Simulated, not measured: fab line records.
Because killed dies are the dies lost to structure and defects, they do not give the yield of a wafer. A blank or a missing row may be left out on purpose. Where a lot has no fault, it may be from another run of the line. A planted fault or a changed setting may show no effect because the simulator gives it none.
fab line records | flow sky130
record: lots: 5 wafers: 23
route steps=708 shown SONOS_ONO@172 GATE_OXIDE@192 RES_PROTECT@208 POLY_GATE@213 LDD_N@246 LDD_HVN@275 LDD_HVP@286
start_h: start of the lot's first displayed wafer, in hours after the record's first day | wait_h: how many hours have passed since the lot's step before this one | " repeats the value in the row above | L1.1+2: several wafers, shown together as one row | - either no value or no given start | * or withheld: withheld | < > ~ a bound
route shown NAME@n: NAME is a module with steps in the file, n the number in the route of the first one | usual: mean/standard deviation of fault-free wafers | same: alike in all rows | chamber/n: place in a boat | sites: per-site readings | _std_site: how widely they spread, as a standard deviation | _edge_site: the outer-site mean with the inner-site mean subtracted | radius_mm: for every site, how far away it sits from the centre of the wafer | mask NAME#n: copy n | behind: the last tool/chamber to shape the wafer | hold: cause of the lot's hold/its duration in hours/its outcome | device: names the non-switching transistor (n, p or np) | end of line: tests of these same wafers at the route's end | step lacking rows: just its recipe | killed: at the first sort, the dies lost to defects and structure; wafer yield is something else | map: the dies of a wafer, with x for killed, . for not killed, _ for no die there
set.NAME: setting as actually run; set.NAME@STEP: the setting as run at that earlier step | model.NAME: the simulator's own value behind a step, which no gauge read
lots with deliberately changed settings; one table per step, one row per wafer
== steps ==
step: SKY_SONOS_ONO_CVD_04
recipe: material: SiO2 precursor: SiH4/N2O target_thk_nm: 5.7199 temp_c: 900 pressure_mtorr: 400
columns lot.wafer tool chamber start_h wait_h set.temp_c model.SiO2_of_SONOS_ONO_CVD_04.thk_nm
L077.1 - - - 0.1 911.7 6.972
L077.2 " - " " 911.7 6.89
L077.3 " - " " 911.7 6.93
L077.4 " - " " 911.7 6.869
L077.6 " - " " 911.7 6.966
L078.2 - - - 0.0 885.9 4.593
L078.3 " - " " 885.9 4.589
L078.4 " - " " 885.9 4.668
L078.5 " - " " 885.9 4.571
L078.6 " - " " 885.9 4.527
L080.2 lpcvd-03 0 304.14 0.0 900 5.905
L080.4 " 0 " " 900 5.883
L080.5 " 0 " " 900 5.879
L083.1 - - - 0.1 892.2 5.065
L083.2 " - " " 892.2 5.029
L083.3 " - " " 892.2 5.166
L083.4 " - " " 892.2 5.131
L083.5 " - " " 892.2 5.145
L084.1 - - - 0.1 923.6 8.485
L084.2 " - " " 923.6 8.488
L084.3 " - " " 923.6 8.493
L084.4 " - " " 923.6 8.442
L084.6 " - " " 923.6 8.454
step: SKY_SONOS_ONO_THK_MEAS_05
recipe: reads: SiO2_of_SONOS_ONO_CVD_04
usual: SONOS_ONO_CVD_04_THK: 5.77/0.11
columns lot.wafer tool chamber start_h wait_h set.temp_c@SONOS_ONO_CVD_04 SONOS_ONO_CVD_04_THK[nm]
L077.1 film_metro-02 - - - 911.7 6.94
L077.2 " - " " 911.7 6.93
L077.3 " - " " 911.7 6.94
L077.4 " - " " 911.7 6.86
L077.6 " - " " 911.7 6.97
L078.2 film_metro-02 - - - 885.9 4.59
L078.3 " - " " 885.9 4.62
L078.4 " - " " 885.9 4.63
L078.5 " - " " 885.9 4.59
L078.6 " - " " 885.9 4.47
L080.2 film_metro-01 - 305.40 0.0 900 5.88
L080.4 " - " " 900 5.89
L080.5 " - " " 900 5.82
L083.1 film_metro-02 - - - 892.2 5.06
L083.2 " - " " 892.2 4.99
L083.3 " - " " 892.2 5.17
L083.4 " - " " 892.2 5.14
L083.5 " - " " 892.2 5.15
L084.1 film_metro-03 - - - 923.6 8.48
L084.2 " - " " 923.6 8.47
L084.3 " - " " 923.6 8.48
L084.4 " - " " 923.6 8.40
L084.6 " - " " 923.6 8.46
step: SKY_SONOS_ONO_DEHYDRATE_06
recipe: temp_c: 200 time_s: 60
step: SKY_SONOS_ONO_HMDS_07
recipe: prime_time_s: 60 prime_temp_c: 120
step: SKY_SONOS_ONO_WET_ETCH_16
recipe: chemistry: dHF target_depth_nm: 14 dry: n2_spin target: SiO2 dilution: 100:1 temp_c: 25 time_s: 280
step: SKY_SONOS_ONO_STRIP_17
recipe: chemistry: O2/N2 power_w: 1400 pressure_mtorr: 1500 platen_temp_c: withheld o2_flow_sccm: 3000 n2_flow_sccm: 300 overash_fraction: 0.5
step: SKY_SONOS_ONO_WET_ETCH_18
recipe: chemistry: H3PO4 target_depth_nm: 15 target: Si3N4 temp_c: 160 time_s: 172
columns lot.wafer tool chamber start_h wait_h set.temp_c@SONOS_ONO_CVD_04 model.SiO2_of_SONOS_ONO_CVD_04.thk_nm
L077.1 wet_bench-02 2 306.18 0.1 911.7 6.806
L077.2 " 2 " " 911.7 6.725
L077.3 " 2 " " 911.7 6.765
L077.4 " 2 " " 911.7 6.704
L077.6 " 2 " " 911.7 6.8
L078.2 wet_bench-04 3 313.84 0.1 885.9 4.436
L078.3 " 3 " " 885.9 4.433
L078.4 " 3 " " 885.9 4.512
L078.5 " 3 " " 885.9 4.414
L078.6 " 3 " " 885.9 4.372
L080.2 wet_bench-01 1 332.07 0.1 900 5.752
L080.4 " 1 " " 900 5.729
L080.5 " 1 " " 900 5.725
L083.1 wet_bench-04 3 354.24 0.1 892.2 4.907
L083.2 " 3 " " 892.2 4.873
L083.3 " 3 " " 892.2 5.009
L083.4 " 3 " " 892.2 4.974
L083.5 " 3 " " 892.2 4.987
L084.1 wet_bench-02 3 365.92 0.1 923.6 8.318
L084.2 " 3 " " 923.6 8.322
L084.3 " 3 " " 923.6 8.326
L084.4 " 3 " " 923.6 8.275
L084.6 " 3 " " 923.6 8.287
step: SKY_GATE_OXIDE_COAT_05
recipe: resist: NOVOLAK spin_rpm: 3000 resist_thk_nm: 1140
columns lot.wafer tool chamber start_h wait_h set.spin_rpm model.NOVOLAK_of_GATE_OXIDE_COAT_05.thk_nm
L077.1 litho_track-04 0 322.34 0.1 3000 1141
L077.2 " 0 " " 3081 1127
L077.3 " 0 " " 3081 1130
L077.4 " 0 " " 3000 1138
L077.6 " 0 " " 3081 1126
L078.2 litho_track-04 0 329.57 0.1 2936 1150
L078.3 " 0 " " 3000 1138
L078.4 " 0 " " 3000 1141
L078.5 " 0 " " 3000 1139
L078.6 " 0 " " 2936 1154
L080.2 litho_track-04 0 347.42 0.1 3000 1142
L080.4 " 0 " " 3000 1140
L080.5 " 0 " " 3000 1139
L083.1 litho_track-01 0 369.19 0.1 2896 1160
L083.2 " 0 " " 3000 1136
L083.3 " 0 " " 3000 1139
L083.4 " 0 " " 2896 1159
L083.5 " 0 " " 2896 1154
L084.1+6 litho_track-04 0 380.84 0.1 3000 1143
L084.2 " 0 " " 3000 1144
L084.3+4 " 0 " " 3000 1147
step: SKY_GATE_OXIDE_DEVELOP_09
recipe: resist: NOVOLAK developer: TMAH develop_time_s: 60 dev_temp_c: 23
columns lot.wafer tool chamber start_h wait_h set.dev_temp_c
L077.1+2 litho_track-01 0 335.84 0.1 23
L077.3+4+6 " 0 " " 20.1
L078.2+4+6 litho_track-01 0 343.11 0.1 21.97
L078.3+5 " 0 " " 23
L080.2+4+5 litho_track-02 0 360.88 0.1 23
L083.1+2+3+4+5 litho_track-02 0 384.06 0.1 23
L084.1+3+4 litho_track-02 0 395.76 0.1 23
L084.2+6 " 0 " " 26.48
step: SKY_GATE_OXIDE_IMPLANT_11
recipe: species: B energy_kev: 10 dose_cm2: 2.6e+12 tilt_deg: withheld
step: SKY_GATE_OXIDE_WET_ETCH_12
recipe: chemistry: dHF target_depth_nm: 16.8 dry: n2_spin target: SiO2 dilution: 100:1 temp_c: 25 time_s: 336
step: SKY_GATE_OXIDE_STRIP_13
recipe: chemistry: O2/N2 power_w: 1400 pressure_mtorr: 1500 platen_temp_c: withheld o2_flow_sccm: 3000 n2_flow_sccm: 300 overash_fraction: 0.5
usual: strip_time_to_endpoint_s: 14.16/0.04
columns lot.wafer tool chamber start_h wait_h set.spin_rpm@GATE_OXIDE_COAT_05 strip_time_to_endpoint_s
L077.1 plasma_asher-02 1 336.27 0.0 3000 14.19
L077.2 " 0 " " 3081 14.02
L077.3 " 0 " " 3081 14.06
L077.4 " 1 " " 3000 14.15
L077.6 " 0 " " 3081 14.01
L078.2 plasma_asher-01 1 343.52 0.0 2936 14.29
L078.3 " 1 " " 3000 14.17
L078.4 " 0 " " 3000 14.19
L078.5 " 1 " " 3000 14.17
L078.6 " 0 " " 2936 14.32
L080.2 plasma_asher-02 0 361.31 0.0 3000 14.20
L080.4 " 1 " " 3000 14.19
L080.5 " 0 " " 3000 14.17
L083.1 plasma_asher-03 1 384.50 0.0 2896 14.39
L083.2 " 0 " " 3000 14.13
L083.3 " 1 " " 3000 14.17
L083.4 " 0 " " 2896 14.34
L083.5 " 1 " " 2896 14.32
L084.1 plasma_asher-01 1 396.20 0.0 3000 14.21
L084.2 " 0 " " 3000 14.23
L084.3 " 1 " " 3000 14.26
L084.4 " 0 " " 3000 14.26
L084.6 " 1 " " 3000 14.21
step: SKY_RES_PROTECT_COAT_02
recipe: resist: NOVOLAK spin_rpm: 3000 resist_thk_nm: 1140
columns lot.wafer tool chamber start_h wait_h set.spin_rpm model.NOVOLAK_of_RES_PROTECT_COAT_02.thk_nm
L077.1 litho_track-02 0 352.31 0.1 3079 1127
L077.2 " 0 " " 3000 1137
L077.3 " 0 " " 3079 1123
L077.4 " 0 " " 3000 1138
L077.6 " 0 " " 3000 1140
L078.2 litho_track-02 0 360.43 0.1 3000 1139
L078.3 " 0 " " 2783 1180
L078.4 " 0 " " 3000 1142
L078.5 " 0 " " 2783 1183
L078.6 " 0 " " 2783 1184
L080.2 litho_track-02 0 377.88 0.1 3000 1138
L080.4 " 0 " " 3000 1135
L080.5 " 0 " " 3000 1140
L083.1+2 litho_track-01 0 402.24 0.1 3183 1104
L083.3 " 0 " " 3000 1140
L083.4 " 0 " " 3183 1106
L083.5 " 0 " " 3000 1136
L084.1 litho_track-02 0 413.76 0.1 3000 1142
L084.2 " 0 " " 2825 1174
L084.3 " 0 " " 2825 1177
L084.4 " 0 " " 2825 1173
L084.6 " 0 " " 3000 1139
step: SKY_POLY_GATE_IMPLANT_02
recipe: species: P energy_kev: 30 dose_cm2: 7.7e+15 tilt_deg: 0
columns lot.wafer tool chamber start_h wait_h set.dose_cm2
L077.1+3+4 implanter-04 0 366.21 0.1 7.7e+15
L077.2+6 " 0 " " 8.055e+15
L078.2+3+4+5+6 implanter-04 0 374.95 0.1 7.7e+15
L080.2+4+5 implanter-01 0 392.45 0.1 7.7e+15
L083.1+3+4 implanter-03 0 416.84 0.1 8.143e+15
L083.2+5 " 0 " " 7.7e+15
L084.1+2+6 implanter-03 0 428.98 0.1 7.457e+15
L084.3+4 " 0 " " 7.7e+15
step: SKY_RES_PROTECT_STRIP_07
recipe: chemistry: O2/N2 power_w: 1400 pressure_mtorr: 1500 platen_temp_c: withheld o2_flow_sccm: 3000 n2_flow_sccm: 300 overash_fraction: 0.5
usual: strip_time_to_endpoint_s: 23.28/0.037
columns lot.wafer tool chamber start_h wait_h set.spin_rpm@RES_PROTECT_COAT_02 set.dose_cm2@POLY_GATE_IMPLANT_02 strip_time_to_endpoint_s
L077.1 plasma_asher-01 0 366.36 0.1 3079 7.7e+15 23.15
L077.2 " 1 " " 3000 8.055e+15 23.46
L077.3 " 0 " " 3079 7.7e+15 23.09
L077.4 " 1 " " 3000 7.7e+15 23.30
L077.6 " 1 " " 3000 8.055e+15 23.46
L078.2 plasma_asher-01 1 375.08 0.1 3000 7.7e+15 23.29
L078.3 " 1 " " 2783 7.7e+15 23.71
L078.4 " 0 " " 3000 7.7e+15 23.31
L078.5 " 0 " " 2783 7.7e+15 23.75
L078.6 " 1 " " 2783 7.7e+15 23.76
L080.2 plasma_asher-01 0 392.58 0.1 3000 7.7e+15 23.26
L080.4 " 1 " " 3000 7.7e+15 23.24
L080.5 " 1 " " 3000 7.7e+15 23.30
L083.1 plasma_asher-01 1 416.99 0.1 3183 8.143e+15 23.11
L083.2 " 0 " " 3183 7.7e+15 22.90
L083.3 " 1 " " 3000 8.143e+15 23.53
L083.4 " 0 " " 3183 8.143e+15 23.14
L083.5 " 0 " " 3000 7.7e+15 23.24
L084.1 plasma_asher-01 0 429.13 0.1 3000 7.457e+15 23.20
L084.2 " 1 " " 2825 7.457e+15 23.51
L084.3 " 0 " " 2825 7.7e+15 23.67
L084.4 " 1 " " 2825 7.7e+15 23.63
L084.6 " 1 " " 3000 7.457e+15 23.12
step: SKY_POLY_GATE_COAT_08
recipe: resist: KrF-thick spin_rpm: 3000 resist_thk_nm: 450
columns lot.wafer tool chamber start_h wait_h set.spin_rpm model.KrF-thick_of_POLY_GATE_COAT_08.thk_nm
L077.1 litho_track-01 0 - - 2846 461.7
L077.2+4 " 0 " " 3000 449.7
L077.3 " 0 " " 3000 449.3
L077.6 " 0 " " 2846 461.9
L078.2 litho_track-04 0 - - 2844 460.7
L078.3 " 0 " " 2844 461.9
L078.4 " 0 " " 3000 448.7
L078.5 " 0 " " 3000 448.9
L078.6 " 0 " " 3000 449.3
L080.2 litho_track-01 0 - - 3000 448.6
L080.4 " 0 " " 3000 449.2
L080.5 " 0 " " 3000 449.6
L083.1 litho_track-01 0 - - 3000 449.7
L083.2 " 0 " " 3000 450.3
L083.3+5 " 0 " " 3000 449.5
L083.4 " 0 " " 3000 449.6
L084.1+6 litho_track-01 0 - - 3000 452
L084.2 " 0 " " 2881 461.5
L084.3 " 0 " " 3000 450.3
L084.4 " 0 " " 2881 460.8
step: SKY_POLY_GATE_DEVELOP_12
recipe: develop_time_s: 60 resist: KrF-thick dev_temp_c: 21
columns lot.wafer tool chamber start_h wait_h set.develop_time_s
L077.1+2+6 litho_track-04 0 - - 60
L077.3+4 " 0 " " 64.57
L078.2+3+4+5+6 litho_track-04 0 - - 60
L080.2+4+5 litho_track-03 0 - - 60
L083.1+2+3+4+5 litho_track-04 0 - - 60
L084.1+2+4 litho_track-01 0 - - 67.37
L084.3+6 " 0 " " 60
step: SKY_POLY_GATE_ETCH_15
recipe: chemistry: N2/H2 target: BARC ion_energy_ev: 200 source_w: 500 bias_w: 100 pressure_mtorr: 30 n2_flow_sccm: 100 h2_flow_sccm: 200 stop_on: SiO2 time_s: 118.5 target_depth_a: 1100
step: SKY_POLY_GATE_ETCH_16
recipe: stop_on: poly-Si chemistry: CH3F/O2 target: Si3N4 source_w: 400 bias_w: 80 pressure_mtorr: 25 ch3f_flow_sccm: 40 O2_flow_sccm: 30 time_s: 147.5 target_depth_a: 750
columns lot.wafer tool chamber start_h wait_h set.spin_rpm@POLY_GATE_COAT_08 model.KrF-thick_of_POLY_GATE_COAT_08.thk_nm
L077.1 rie_diel-04 0 397.58 0.0 2846 243.4
L077.2 " 3 " " 3000 229.9
L077.3 " 2 " " 3000 230.5
L077.4 " 1 " " 3000 233.2
L077.6 " 1 " " 2846 244.6
L078.2 rie_diel-04 2 406.03 0.0 2844 241.4
L078.3 " 1 " " 2844 246.7
L078.4 " 3 " " 3000 230.2
L078.5 " 3 " " 3000 230.7
L078.6 " 0 " " 3000 233.6
L080.2 rie_diel-03 1 424.62 0.0 3000 236.1
L080.4 " 0 " " 3000 231.1
L080.5 " 1 " " 3000 236.7
L083.1 rie_diel-02 3 449.63 0.0 3000 234.4
L083.2 " 2 " " 3000 237.3
L083.3 " 0 " " 3000 233.3
L083.4 " 1 " " 3000 232.6
L083.5 " 0 " " 3000 233.5
L084.1 rie_diel-03 0 461.92 0.0 3000 233.3
L084.2 " 3 " " 2881 246.2
L084.3 " 1 " " 3000 237.2
L084.4 " 2 " " 2881 243.3
L084.6 " 0 " " 3000 233.5
step: SKY_POLY_GATE_ETCH_17
recipe: target_depth_nm: 180 stop_on: SiO2 over_etch_frac: 0.56667 chemistry: HBr/Cl2 target: poly-Si icp_w: 400 bias_w: 100 pressure_mtorr: 10 HBr_flow_sccm: 150 Cl2_flow_sccm: 50 time_s: 70.5
columns lot.wafer tool chamber start_h wait_h set.spin_rpm@POLY_GATE_COAT_08 model.KrF-thick_of_POLY_GATE_COAT_08.thk_nm
L077.1 rie_si-01 2 397.68 0.0 2846 150.4
L077.2 " 0 " " 3000 137.3
L077.3 " 1 " " 3000 135.1
L077.4 " 0 " " 3000 140.2
L077.6 " 2 " " 2846 151.3
L078.2 rie_si-02 3 406.13 0.0 2844 148.1
L078.3 " 1 " " 2844 153.1
L078.4 " 0 " " 3000 134.1
L078.5 " 2 " " 3000 137.4
L078.6 " 3 " " 3000 140.4
L080.2 rie_si-02 0 424.71 0.0 3000 141.9
L080.4 " 1 " " 3000 136.7
L080.5 " 2 " " 3000 142.4
L083.1 rie_si-01 1 449.73 0.0 3000 139.5
L083.2 " 2 " " 3000 142.9
L083.3 " 3 " " 3000 139.1
L083.4 " 0 " " 3000 138.7
L083.5 " 2 " " 3000 138.2
L084.1 rie_si-01 1 462.02 0.0 3000 137.5
L084.2 " 3 " " 2881 151.9
L084.3 " 2 " " 3000 142.5
L084.4 " 0 " " 2881 149.3
L084.6 " 1 " " 3000 138.4
step: SKY_POLY_GATE_STRIP_18
recipe: chemistry: O2/N2 power_w: 1400 pressure_mtorr: 1500 platen_temp_c: withheld o2_flow_sccm: 3000 n2_flow_sccm: 300 overash_fraction: 0.5
usual: strip_time_to_endpoint_s: 3.155/0.028
columns lot.wafer tool chamber start_h wait_h set.spin_rpm@POLY_GATE_COAT_08 strip_time_to_endpoint_s
L077.1 plasma_asher-04 1 397.73 0.0 2846 3.289
L077.2 " 0 " " 3000 3.150
L077.3 " 0 " " 3000 3.120
L077.4 " 1 " " 3000 3.169
L077.6 " 0 " " 2846 3.308
L078.2 plasma_asher-04 1 406.18 0.0 2844 3.256
L078.3 " 0 " " 2844 3.296
L078.4 " 1 " " 3000 3.100
L078.5 " 0 " " 3000 3.122
L078.6 " 1 " " 3000 3.162
L080.2 plasma_asher-03 1 424.77 0.0 3000 3.183
L080.4 " 0 " " 3000 3.119
L080.5 " 1 " " 3000 3.177
L083.1 plasma_asher-03 1 449.78 0.0 3000 3.171
L083.2 " 0 " " 3000 3.209
L083.3 " 0 " " 3000 3.164
L083.4 " 1 " " 3000 3.149
L083.5 " 1 " " 3000 3.155
L084.1 plasma_asher-03 1 462.08 0.0 3000 3.141
L084.2 " 0 " " 2881 3.297
L084.3 " 1 " " 3000 3.201
L084.4 " 0 " " 2881 3.270
L084.6 " 0 " " 3000 3.161
step: SKY_LDD_N_IMPLANT_09
recipe: species: As energy_kev: 20 dose_cm2: 7.5e+13 tilt_deg: withheld rotation_deg: 113
columns lot.wafer tool chamber start_h wait_h set.energy_kev model.implant.rp_nm model.implant.drp_nm
L077.1+2+3 implanter-02 0 428.86 0.1 20 16.08 7.212
L077.4+6 " 0 " " 19.68 15.9 7.131
L078.2+3+4 implanter-02 0 438.85 0.1 19.21 15.09 7.013
L078.5+6 " 0 " " 20 15.53 7.212
L080.2+4+5 implanter-04 0 458.24 0.1 20 16.06 7.212
L083.1+2+5 implanter-01 0 482.49 0.1 20 15.52 7.212
L083.3+4 " 0 " " 19.15 15.04 6.998
L084.1+4 implanter-02 0 495.43 0.1 21.04 16.26 7.47
L084.2+3+6 " 0 " " 20 15.66 7.212
step: SKY_LDD_N_IMPLANT_15
recipe: species: BF2 energy_kev: 50 dose_cm2: 5e+12 tilt_deg: 30 rotation_deg: 270
columns lot.wafer tool chamber start_h wait_h set.energy_kev model.implant.rp_nm model.implant.drp_nm
L077.1+4 implanter-02 0 429.76 0.1 47.75 30.8 18.21
L077.2+3+6 " 0 " " 50 32.24 18.83
L078.2+5 implanter-02 0 439.75 0.1 50 32.05 18.83
L078.3+4+6 " 0 " " 48.67 31.2 18.47
L080.2+4+5 implanter-04 0 459.14 0.1 50 32.44 18.83
L083.1+5 implanter-01 0 483.39 0.1 50 32.89 18.83
L083.2+3+4 " 0 " " 47.63 31.35 18.18
L084.1+2+3 implanter-02 0 496.33 0.1 50 31.58 18.83
L084.4+6 " 0 " " 47.06 29.74 18.02
step: SKY_LDD_HVN_IMPLANT_08
recipe: species: P energy_kev: 60 dose_cm2: 3e+13 tilt_deg: 40
columns lot.wafer tool chamber start_h wait_h set.dose_cm2
L077.1+2 implanter-04 0 491.62 0.0 3.222e+13
L077.3+4+6 " 0 " " 3e+13
L078.2+4+5 implanter-02 0 502.45 0.0 3e+13
L078.3+6 " 0 " " 3.181e+13
L080.2+4+5 implanter-04 0 520.80 0.0 3e+13
L083.1+4 implanter-02 0 544.84 0.0 2.778e+13
L083.2+3+5 " 0 " " 3e+13
L084.1+2+6 implanter-03 0 557.22 0.0 3.119e+13
L084.3+4 " 0 " " 3e+13
step: SKY_LDD_HVN_STRIP_09
recipe: chemistry: O2/N2 power_w: 1400 pressure_mtorr: 1500 platen_temp_c: withheld o2_flow_sccm: 3000 n2_flow_sccm: 300 overash_fraction: 0.5
step: SKY_LDD_HVN_TW_MEAS_10
usual: LDD_HVN_TW: 1430/7.7
columns lot.wafer tool chamber start_h wait_h set.dose_cm2@LDD_HVN_IMPLANT_08 LDD_HVN_TW
L077.1 film_metro-03 - 491.87 0.1 3.222e+13 1471
L077.2 " - " " 3.222e+13 1468
L077.3 " - " " 3e+13 1443
L077.4 " - " " 3e+13 1435
L077.6 " - " " 3e+13 1441
L078.2 film_metro-02 - 502.68 0.1 3e+13 1446
L078.3 " - " " 3.181e+13 1476
L078.4 " - " " 3e+13 1440
L078.5 " - " " 3e+13 1443
L078.6 " - " " 3.181e+13 1468
L080.2 film_metro-04 - 521.03 0.1 3e+13 1420
L080.4 " - " " 3e+13 1419
L080.5 " - " " 3e+13 1421
L083.1 film_metro-03 - 545.09 0.1 2.778e+13 1396
L083.2 " - " " 3e+13 1434
L083.3 " - " " 3e+13 1430
L083.4 " - " " 2.778e+13 1395
L083.5 " - " " 3e+13 1434
L084.1 film_metro-04 - 557.47 0.1 3.119e+13 1445
L084.2 " - " " 3.119e+13 1449
L084.3 " - " " 3e+13 1428
L084.4 " - " " 3e+13 1427
L084.6 " - " " 3.119e+13 1440
step: SKY_LDD_HVP_IMPLANT_08
recipe: species: B energy_kev: 20 dose_cm2: 1.7e+13 tilt_deg: 17.9
columns lot.wafer tool chamber start_h wait_h set.energy_kev model.implant.rp_nm model.implant.drp_nm
L077.1+3+6 implanter-04 0 521.72 0.0 19.13 58.72 27.65
L077.2+4 " 0 " " 20 61.36 28.53
L078.2+3+4+5+6 implanter-01 0 532.69 0.0 20 65.65 28.53
L080.2+4+5 implanter-01 0 550.99 0.0 20 62.9 28.53
L083.1+2+3+4+5 implanter-01 0 574.41 0.0 20 61.53 28.53
L084.1+3 implanter-03 0 586.57 0.0 20 63.65 28.53
L084.2+4+6 " 0 " " 19.14 60.94 27.66
== key ==
split: step: SKY_SONOS_ONO_CVD_04 setting: temp_c stated: 900 by: lot
response: step: SKY_SONOS_ONO_CVD_04 reading: model.SiO2_of_SONOS_ONO_CVD_04.thk_nm change: +0.916 per: 1% r: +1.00
response: step: SKY_SONOS_ONO_THK_MEAS_05 reading: SONOS_ONO_CVD_04_THK change: +0.916 per: 1% r: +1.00
response: step: SKY_SONOS_ONO_WET_ETCH_18 reading: model.SiO2_of_SONOS_ONO_CVD_04.thk_nm change: +0.913 per: 1% r: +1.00
split: step: SKY_GATE_OXIDE_COAT_05 setting: spin_rpm stated: 3000 by: wafer
response: step: SKY_GATE_OXIDE_COAT_05 reading: model.NOVOLAK_of_GATE_OXIDE_COAT_05.thk_nm change: -5.35 per: 1% r: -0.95
response: step: SKY_GATE_OXIDE_STRIP_13 reading: strip_time_to_endpoint_s change: * per: 1% r: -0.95
split: step: SKY_GATE_OXIDE_DEVELOP_09 setting: dev_temp_c stated: 23 by: wafer
response none clear
split: step: SKY_RES_PROTECT_COAT_02 setting: spin_rpm stated: 3000 by: wafer
response: step: SKY_RES_PROTECT_COAT_02 reading: model.NOVOLAK_of_RES_PROTECT_COAT_02.thk_nm change: -5.69 per: 1% r: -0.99
response: step: SKY_RES_PROTECT_STRIP_07 reading: strip_time_to_endpoint_s change: * per: 1% r: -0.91
split: step: SKY_POLY_GATE_IMPLANT_02 setting: dose_cm2 stated: 7.7e+15 by: wafer
response: step: SKY_RES_PROTECT_STRIP_07 reading: strip_time_to_endpoint_s slope: * per: 1% together_with: spin_rpm@RES_PROTECT_COAT_02 explained: 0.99
split: step: SKY_POLY_GATE_COAT_08 setting: spin_rpm stated: 3000 by: wafer
response: step: SKY_POLY_GATE_COAT_08 reading: model.KrF-thick_of_POLY_GATE_COAT_08.thk_nm change: -2.39 per: 1% r: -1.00
response: step: SKY_POLY_GATE_ETCH_16 reading: model.KrF-thick_of_POLY_GATE_COAT_08.thk_nm change: -2.47 per: 1% r: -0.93
response: step: SKY_POLY_GATE_ETCH_17 reading: model.KrF-thick_of_POLY_GATE_COAT_08.thk_nm change: -2.63 per: 1% r: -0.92
response: step: SKY_POLY_GATE_STRIP_18 reading: strip_time_to_endpoint_s change: * per: 1% r: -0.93
split: step: SKY_POLY_GATE_DEVELOP_12 setting: develop_time_s stated: 60 by: wafer
response none clear
split: step: SKY_LDD_N_IMPLANT_09 setting: energy_kev stated: 20 by: wafer
response: step: SKY_LDD_N_IMPLANT_09 reading: model.implant.rp_nm change: +0.114 per: 1% r: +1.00
response: step: SKY_LDD_N_IMPLANT_09 reading: model.implant.drp_nm change: +0.05 per: 1% r: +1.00
split: step: SKY_LDD_N_IMPLANT_15 setting: energy_kev stated: 50 by: wafer
response: step: SKY_LDD_N_IMPLANT_15 reading: model.implant.rp_nm change: +0.318 per: 1% r: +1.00
response: step: SKY_LDD_N_IMPLANT_15 reading: model.implant.drp_nm change: +0.138 per: 1% r: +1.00
split: step: SKY_LDD_HVN_IMPLANT_08 setting: dose_cm2 stated: 3e+13 by: wafer
response: step: SKY_LDD_HVN_TW_MEAS_10 reading: LDD_HVN_TW change: +4.6 per: 1% r: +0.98
split: step: SKY_LDD_HVP_IMPLANT_08 setting: energy_kev stated: 20 by: wafer
response: step: SKY_LDD_HVP_IMPLANT_08 reading: model.implant.rp_nm change: +0.618 per: 1% r: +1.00
response: step: SKY_LDD_HVP_IMPLANT_08 reading: model.implant.drp_nm change: +0.202 per: 1% r: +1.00
